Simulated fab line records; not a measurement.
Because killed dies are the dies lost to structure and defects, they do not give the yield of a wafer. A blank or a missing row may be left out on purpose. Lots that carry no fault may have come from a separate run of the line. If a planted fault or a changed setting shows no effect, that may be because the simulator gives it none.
Which tool was responsible? || flow sky130 || 42 wafers from 14 lots sampled at 2 of the route's 708 steps

WHAT THE GAUGES READ, wafer by wafer
The record lacks any reading of a measuring or inspecting step that a usual standard deviation could be used to judge.

WHICH TOOL RAN EACH LOT (tool, then ch and the chambers of the sampled wafers, then the start)
{"lot": "L951", "SKY_POLY_GATE_CVD_00": "lpcvd-01 ch 1, day 13 16:58", "SKY_PAD_OPEN_PROBE_99": "-"}
{"lot": "L952", "SKY_POLY_GATE_CVD_00": "lpcvd-01 ch 0, day 14 05:40", "SKY_PAD_OPEN_PROBE_99": "-"}
{"lot": "L953", "SKY_POLY_GATE_CVD_00": "lpcvd-01 ch 0, day 14 16:19", "SKY_PAD_OPEN_PROBE_99": "-"}
{"lot": "L954", "SKY_POLY_GATE_CVD_00": "lpcvd-01 ch 0, day 14 23:32", "SKY_PAD_OPEN_PROBE_99": "-"}
{"lot": "L955", "SKY_POLY_GATE_CVD_00": "lpcvd-01 ch 0, day 15 08:18", "SKY_PAD_OPEN_PROBE_99": "-"}
{"lot": "L957", "SKY_POLY_GATE_CVD_00": "lpcvd-01 ch 0, day 16 08:10", "SKY_PAD_OPEN_PROBE_99": "prober-01, day 47 11:35"}
{"lot": "L958", "SKY_POLY_GATE_CVD_00": "lpcvd-01 ch 0, day 16 13:10", "SKY_PAD_OPEN_PROBE_99": "-"}
{"lot": "L960", "SKY_POLY_GATE_CVD_00": "lpcvd-01 ch 0, day 17 02:26", "SKY_PAD_OPEN_PROBE_99": "prober-02, day 47 23:48"}
{"lot": "L961", "SKY_POLY_GATE_CVD_00": "lpcvd-01 ch 0, day 17 06:47", "SKY_PAD_OPEN_PROBE_99": "prober-01, day 48 04:57"}
{"lot": "L962", "SKY_POLY_GATE_CVD_00": "lpcvd-01 ch 0, day 17 21:16", "SKY_PAD_OPEN_PROBE_99": "prober-02, day 48 10:30"}
{"lot": "L963", "SKY_POLY_GATE_CVD_00": "lpcvd-01 ch 1, day 18 07:23", "SKY_PAD_OPEN_PROBE_99": "prober-01, day 48 16:58"}
{"lot": "L964", "SKY_POLY_GATE_CVD_00": "lpcvd-01 ch 1, day 18 19:59", "SKY_PAD_OPEN_PROBE_99": "prober-02, day 49 00:00"}
{"lot": "L973", "SKY_POLY_GATE_CVD_00": "lpcvd-01 ch 1, day 21 18:30", "SKY_PAD_OPEN_PROBE_99": "-"}
{"lot": "L974", "SKY_POLY_GATE_CVD_00": "lpcvd-01 ch 1, day 22 04:19", "SKY_PAD_OPEN_PROBE_99": "-"}
- SKY_POLY_GATE_CVD_00: deposits poly-Si, target thk 180 nm, time 720 s.
- SKY_PAD_OPEN_PROBE_99

WHAT THE TOOLS THEMSELVES READ (means of the sampled wafers that have a number; where no wafer has one, the mark that the record gives instead)
SKY_PAD_OPEN_PROBE_99. Usual: killed_at_M0_to_M3 43, standard deviation 6.7; killed_at_M4_up 3.2, standard deviation 1.8; killedAtContacts 24, standard deviation 4.8; killedAtFrontEnd 16, standard deviation 4.2; killedAtOther 0.3, standard deviation 0.56; killedDies 86, standard deviation 8.5; killedOnRim 17, standard deviation 3.9; killedOpen 47, standard deviation 6.7; killedShort 39, standard deviation 6.
{"lot": "L957", "tool": "prober-01", "killed_at_M0_to_M3": 51, "killed_at_M4_up": 3.7, "killedAtContacts": 22, "killedAtFrontEnd": 15, "killedAtOther": 1.0, "killedDies": 92, "killedOnRim": 16, "killedOpen": 45, "killedShort": 47, "flag": ""}
{"lot": "L960", "tool": "prober-02", "killed_at_M0_to_M3": 53, "killed_at_M4_up": 4.3, "killedAtContacts": 25, "killedAtFrontEnd": 10, "killedAtOther": 0.0, "killedDies": 92, "killedOnRim": 19, "killedOpen": 53, "killedShort": 38, "flag": ""}
{"lot": "L961", "tool": "prober-01", "killed_at_M0_to_M3": 44, "killed_at_M4_up": 2.7, "killedAtContacts": 19, "killedAtFrontEnd": 12, "killedAtOther": 0.3, "killedDies": 78, "killedOnRim": 14, "killedOpen": 41, "killedShort": 37, "flag": ""}
{"lot": "L962", "tool": "prober-02", "killed_at_M0_to_M3": 45, "killed_at_M4_up": 4.0, "killedAtContacts": 25, "killedAtFrontEnd": 14, "killedAtOther": 0.7, "killedDies": 89, "killedOnRim": 16, "killedOpen": 46, "killedShort": 43, "flag": ""}
{"lot": "L963", "tool": "prober-01", "killed_at_M0_to_M3": 31, "killed_at_M4_up": 1.7, "killedAtContacts": 27, "killedAtFrontEnd": 68, "killedAtOther": 0.0, "killedDies": 128, "killedOnRim": 22, "killedOpen": 41, "killedShort": 34, "flag": "OFF"}
{"lot": "L964", "tool": "prober-02", "killed_at_M0_to_M3": 50, "killed_at_M4_up": 3.3, "killedAtContacts": 25, "killedAtFrontEnd": 63, "killedAtOther": 0.3, "killedDies": 142, "killedOnRim": 24, "killedOpen": 50, "killedShort": 45, "flag": "OFF"}

THE ANSWER, worked out from the rows above alone
Rule: take the mean of a lot's wafers that have a number; if it is more than 3 standard deviations from the usual mean, the lot is off. Also off: a lot with no number at a reading for which 4 or more lots have one. Where the step has rows for the other lots, those lots are counted as sound. The gauges are gone through in route order, then the tools' own readings, and for those a lot's mean is taken as printed above. The first step at which some lot is off is used, and at that step the reading that is off furthest; a lot without a number counts as furthest.
Off, at SKY_PAD_OPEN_PROBE_99 on killedAtFrontEnd: L963, L964. Neither off nor sound, because the step has no rows for them: L951, L952, L953, L954, L955, L958, L973, L974.
If a tool, at that step or one of the process steps before it, ran each lot that is off and ran no sound lot following the first of them, it fits. One candidate fits, namely lpcvd-01 at SKY_POLY_GATE_CVD_00. A fault onset in the window from L962 (day 17 21:16, its last sound lot) to L963 (day 18 07:23, its first lot off) fits.

WHAT THE SIMULATOR HAD INSERTED
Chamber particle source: lpcvd-01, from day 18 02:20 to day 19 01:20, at SKY_POLY_GATE_CVD_00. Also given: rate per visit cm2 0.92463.
Lots struck among those shown: L963, L964. The rule above reached the same finding.
